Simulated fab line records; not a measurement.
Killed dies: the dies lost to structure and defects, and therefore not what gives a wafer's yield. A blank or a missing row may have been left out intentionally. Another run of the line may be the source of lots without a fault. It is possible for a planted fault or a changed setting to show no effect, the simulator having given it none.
A struck lot beside a sound one ; flow sky130 ; 29 out of 708 route steps
Sound: these wafers, L841.1, L841.4, L841.5. The struck wafers were L827.2, L827.3, L827.6. The cause is given at the end.
At each step with rows: each side's tool, then ch and its chambers, then its first start. Under that, the readings that differ: sound wafers ; struck wafers ; difference of the means ; sigmas: that difference in standard deviations of wafers without a fault.
alike: a reading whose means differ by less than 2 such deviations, as well as words and numbers matching on both sides. not compared: withheld readings; readings where some wafer has no value; bounds like >300 that might hide an equal value; numbers whose values overlap and for which the record gives no deviation.
A row with sigmas, a row that says differs or no value, or rows on one side alone: a step with any of these is where the two part. When numbers do not overlap yet have no deviation, they are printed without sigmas and do not part them. A reading missing from all wafers of one side parts the sides only when that side holds two or more wafers.

SKY_PWDE_STRIP_09: strips in O2/N2.
  sound on plasma_asher-01 ch 0,1, day 8 17:55; struck on plasma_asher-04 ch 0, day 5 19:22
  alike: drypump_motor_current_A, oes_product_au, strip_time_to_endpoint_s
  not compared: rf_hours_counter_h
SKY_PWDE_TW_MEAS_10:
  sound: film_metro-03 at day 8 18:01; struck: film_metro-02 at day 5 19:29
  alike: PWDE_TW
then, 7 steps without rows for these wafers: SKY_NWELL_DEHYDRATE_03 (time 60 s); SKY_NWELL_HMDS_04 (prime time 60 s); SKY_NWELL_COAT_05 (resist thk 3000 nm); SKY_NWELL_SOFTBAKE_06; SKY_NWELL_EXPOSE_07 (exposes mask NWM, target cd 840 nm); SKY_NWELL_PEB_08; SKY_NWELL_DEVELOP_09 (develop time 60 s).
SKY_NWELL_OVL_MEAS_10:
  sound: overlay-02 at day 9 16:08; struck: overlay-01 at day 6 13:35
  alike: NWELL_00_OVL
then, 2 steps without rows for these wafers: SKY_NWELL_IMPLANT_11; SKY_NWELL_IMPLANT_12.
SKY_NWELL_IMPLANT_13:
  sound on implanter-01 ch 0, day 9 16:28; struck on implanter-02, day 6 13:57
  no value came back on the struck wafers for beam_energy_keV, beam_on_s (s), end_station_pressure_torr (Torr); on the sound wafers beam_energy_keV reads 50.014 49.961 50.011
SKY_NWELL_STRIP_14: strips in O2/N2.
  sound on plasma_asher-01 ch 0, day 9 16:37; struck on plasma_asher-03 ch 0, day 6 14:04
  alike: drypump_motor_current_A, oes_product_au, strip_time_to_endpoint_s
  not compared: rf_hours_counter_h
SKY_NWELL_TW_MEAS_15:
  sound: film_metro-03 at day 9 16:43; struck: film_metro-04 at day 6 14:11
  alike: NWELL_TW
then, 7 steps without rows for these wafers: SKY_NWELL_DEHYDRATE_16 (time 60 s); SKY_NWELL_HMDS_17 (prime time 60 s); SKY_NWELL_COAT_18 (resist thk 3000 nm); SKY_NWELL_SOFTBAKE_19; SKY_NWELL_EXPOSE_20 (exposes mask NWM COMPLEMENT, target cd 840 nm); SKY_NWELL_PEB_21; SKY_NWELL_DEVELOP_22 (develop time 60 s).
SKY_NWELL_OVL_MEAS_23:
  sound: overlay-01 at day 10 14:23; struck: overlay-02 at day 7 08:44
  alike: NWELL_01_OVL
then, 1 step without rows for these wafers: SKY_NWELL_IMPLANT_24.
SKY_NWELL_STRIP_25: strips in O2/N2.
  sound on plasma_asher-02 ch 0,1, day 10 14:34; struck on plasma_asher-01 ch 0,1, day 7 08:55
  alike: drypump_motor_current_A, oes_product_au, strip_time_to_endpoint_s
  not compared: rf_hours_counter_h
SKY_NWELL_TW_MEAS_26:
  sound: film_metro-03 at day 10 14:40; struck: film_metro-02 at day 7 09:02
  alike: NWELL_2_TW
then, 1 step without rows for these wafers: SKY_NWELL_CLEAN_27 (cleans in SC1/SC2, time 150 s).
SKY_NWELL_RTA_28: time 30 s.
  sound on rtp_anneal-02 ch 0, day 10 14:47; struck on rtp_anneal-02 ch 0, day 7 09:09
  alike: lamp_power_pct, wafer_temp_C_max
SKY_NWELL_RS_MEAS_29: measures by four-point-probe.
  sound: film_metro-03 at day 10 14:53; struck: film_metro-03 at day 7 09:15
reading;sound;struck;difference;sigmas
NWELL_RS (ohm/sq);624.6 623.1 624.4;654.2 651.5 652.6;+28.7;+15

## WHERE THEY PART
Earliest at SKY_NWELL_IMPLANT_13; latest, in this record, at SKY_NWELL_RS_MEAS_29.

WHY: the cause the simulator had injected
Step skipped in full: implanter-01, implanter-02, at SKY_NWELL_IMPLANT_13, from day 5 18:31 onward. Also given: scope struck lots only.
